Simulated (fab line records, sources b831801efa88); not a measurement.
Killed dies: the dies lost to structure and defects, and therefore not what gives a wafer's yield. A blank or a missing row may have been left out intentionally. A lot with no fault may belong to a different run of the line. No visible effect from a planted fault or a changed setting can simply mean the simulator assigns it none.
Matching of chambers :: flow gf180mcu :: GF_POLY_GATE_ETCH_13 on rie si-02: 4 sister chambers
The step etches poly-Si in HBr/Cl2, stops on SiO2, target depth 198.5 nm, time 69.6 s. 18 wafers are shown with their chamber, then 9 later ones without.

WAFERS WITH THEIR CHAMBER
wafer: L995.4
chamber: 0
drypump motor current A (A): 5.1
he backside leak sccm (sccm): 2.81
oes product au (a.u.): 0.989

wafer: L995.5
chamber: 3
drypump motor current A (A): 6.3
he backside leak sccm (sccm): 2.80
oes product au (a.u.): 0.982

wafer: L995.6
chamber: 2
drypump motor current A (A): 5.6
he backside leak sccm (sccm): 2.50
oes product au (a.u.): 0.974

wafer: L996.1
chamber: 3
drypump motor current A (A): 6.4
he backside leak sccm (sccm): 2.78
oes product au (a.u.): 0.983

wafer: L996.3
chamber: 1
drypump motor current A (A): 5.7
he backside leak sccm (sccm): 2.80
oes product au (a.u.): 0.989

wafer: L996.5
chamber: 0
drypump motor current A (A): 5.1
he backside leak sccm (sccm): 2.82
oes product au (a.u.): 0.994

wafer: L998.1
chamber: 3
drypump motor current A (A): 6.3
he backside leak sccm (sccm): 2.84
oes product au (a.u.): 0.992

wafer: L998.2
chamber: 2
drypump motor current A (A): 5.6
he backside leak sccm (sccm): 2.55
oes product au (a.u.): 0.977

wafer: L998.3
chamber: 0
drypump motor current A (A): 5.1
he backside leak sccm (sccm): 2.95
oes product au (a.u.): 0.995

wafer: L102.1
chamber: 3
drypump motor current A (A): 6.4
he backside leak sccm (sccm): 2.70
oes product au (a.u.): 0.993

wafer: L102.3
chamber: 2
drypump motor current A (A): 5.6
he backside leak sccm (sccm): 2.50
oes product au (a.u.): 0.981

wafer: L102.6
chamber: 0
drypump motor current A (A): 5.1
he backside leak sccm (sccm): 2.92
oes product au (a.u.): 0.997

wafer: L107.2
chamber: 0
drypump motor current A (A): 5.1
he backside leak sccm (sccm): 3.04
oes product au (a.u.): 0.989

wafer: L107.5
chamber: 0
drypump motor current A (A): 5.1
he backside leak sccm (sccm): 2.97
oes product au (a.u.): 0.992

wafer: L107.6
chamber: 1
drypump motor current A (A): 5.7
he backside leak sccm (sccm): 2.85
oes product au (a.u.): 0.989

wafer: L108.3
chamber: 0
drypump motor current A (A): 5.1
he backside leak sccm (sccm): 2.88
oes product au (a.u.): 0.995

wafer: L108.4
chamber: 1
drypump motor current A (A): 5.8
he backside leak sccm (sccm): 2.89
oes product au (a.u.): 0.991

wafer: L108.6
chamber: 0
drypump motor current A (A): 5.1
he backside leak sccm (sccm): 2.85
oes product au (a.u.): 0.995

SIGNATURES, as means of the wafers listed above
reading: drypump motor current A
chamber 0: 5.100
chamber 1: 5.733
chamber 2: 5.600
chamber 3: 6.350
scatter within a chamber: 0.0345

reading: he backside leak sccm
chamber 0: 2.9050
chamber 1: 2.8467
chamber 2: 2.5167
chamber 3: 2.7800
scatter within a chamber: 0.0659

reading: oes product au
chamber 0: 0.99325
chamber 1: 0.98967
chamber 2: 0.97733
chamber 3: 0.98750
scatter within a chamber: 0.00368
Rule: distance of a wafer from a chamber = root of the sum over the readings of ((wafer's reading minus chamber's mean) / reading's scatter) squared. The wafer belongs to the nearest chamber; if the next one is less than 2 further off, it can't be placed. The scatter is the square root of a quotient: the sum, over the shown wafers, of each reading's squared deviation from its chamber's mean, divided by wafers minus chambers.

WAFERS MISSING THEIR CHAMBER
wafer: L113.2
drypump motor current A (A): 6.3
he backside leak sccm (sccm): 2.80
oes product au (a.u.): 0.989

wafer: L113.3
drypump motor current A (A): 5.6
he backside leak sccm (sccm): 2.31
oes product au (a.u.): 0.999

wafer: L113.6
drypump motor current A (A): 6.3
he backside leak sccm (sccm): 2.71
oes product au (a.u.): 0.984

wafer: L114.2
drypump motor current A (A): 5.6
he backside leak sccm (sccm): 2.39
oes product au (a.u.): 0.992

wafer: L114.3
drypump motor current A (A): 6.4
he backside leak sccm (sccm): 2.81
oes product au (a.u.): 0.986

wafer: L114.4
drypump motor current A (A): 5.6
he backside leak sccm (sccm): 2.30
oes product au (a.u.): 0.984

wafer: L116.1
drypump motor current A (A): 5.6
he backside leak sccm (sccm): 2.38
oes product au (a.u.): 0.991

wafer: L116.3
drypump motor current A (A): 6.3
he backside leak sccm (sccm): 2.86
oes product au (a.u.): 0.976

wafer: L116.4
drypump motor current A (A): 5.7
he backside leak sccm (sccm): 2.87
oes product au (a.u.): 0.993

WHICH CHAMBER EACH WENT THROUGH
wafer: L113.2
from the rows above: 3
in truth: 3

wafer: L113.3
from the rows above: 2
in truth: 2

wafer: L113.6
from the rows above: 3
in truth: 3

wafer: L114.2
from the rows above: 2
in truth: 2

wafer: L114.3
from the rows above: 3
in truth: 3

wafer: L114.4
from the rows above: 2
in truth: 2

wafer: L116.1
from the rows above: 2
in truth: 2

wafer: L116.3
from the rows above: 3
in truth: 3

wafer: L116.4
from the rows above: 1
in truth: 1
Correctly placed: 9 of 9. Left unplaced by these rows: 0. 0 placed wrongly.
